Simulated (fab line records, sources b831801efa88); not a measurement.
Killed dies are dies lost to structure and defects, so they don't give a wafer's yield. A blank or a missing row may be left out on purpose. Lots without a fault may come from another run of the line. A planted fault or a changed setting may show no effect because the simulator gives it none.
One fault seen from 2 desks | flow gf180mcu | each desk has only its own numbers; what lay behind them comes last

THE TOOL OWNER'S DESK: pvd_sputter-03
The tool's own readings at GF_V1_SPUTTER_21 (material Ti, target thk 15 nm, time 80.02 s): means of the sampled wafers that have a number, for each lot that ran on this tool. A lot is out of limits, marked OUT, if its mean lies more than 4 standard deviations from the usual mean; the brackets give that distance.
Columns: A = chamber_pressure_pa at GF_V1_SPUTTER_21, usual 5.001 Pa; B = throttle_valve_pct at GF_V1_SPUTTER_21, usual 29.5 %
lot  | first seen here | A     | B
L918 | day 19 01:33    | 5.005 | 29.2
L928 | day 22 11:41    | 5.001 | 29.1
This desk's finding: nothing out of limits on any of the 2 lots.

THE METROLOGY DESK
What the gauges read, lot by lot, whatever tool the lot ran on: means of the sampled wafers that have a number. A lot is out of limits, marked OUT, if its mean lies more than 4 standard deviations from the usual mean; the brackets give that distance.
Columns: A = cd_nm at GF_V1_CD_MEAS_14, usual 260.2 nm; B = V1_OVL at GF_V1_OVL_MEAS_15, usual 2 nm
lot  | first seen here | A     | B
L916 | day 18 06:16    | 262.4 | -12
L918 | day 19 00:44    | 261.2 | 6
L928 | day 22 10:53    | 259.7 | -4
L935 | day 25 00:23    | 259.2 | 3
L939 | day 26 00:47    | 259.3 | 2
This desk's finding: nothing out of limits on any of the 5 lots.

PUT TOGETHER
The tool owner's desk saw nothing out of limits.
The metrology desk saw nothing out of limits.

WHAT THE SIMULATOR HAD PUT IN
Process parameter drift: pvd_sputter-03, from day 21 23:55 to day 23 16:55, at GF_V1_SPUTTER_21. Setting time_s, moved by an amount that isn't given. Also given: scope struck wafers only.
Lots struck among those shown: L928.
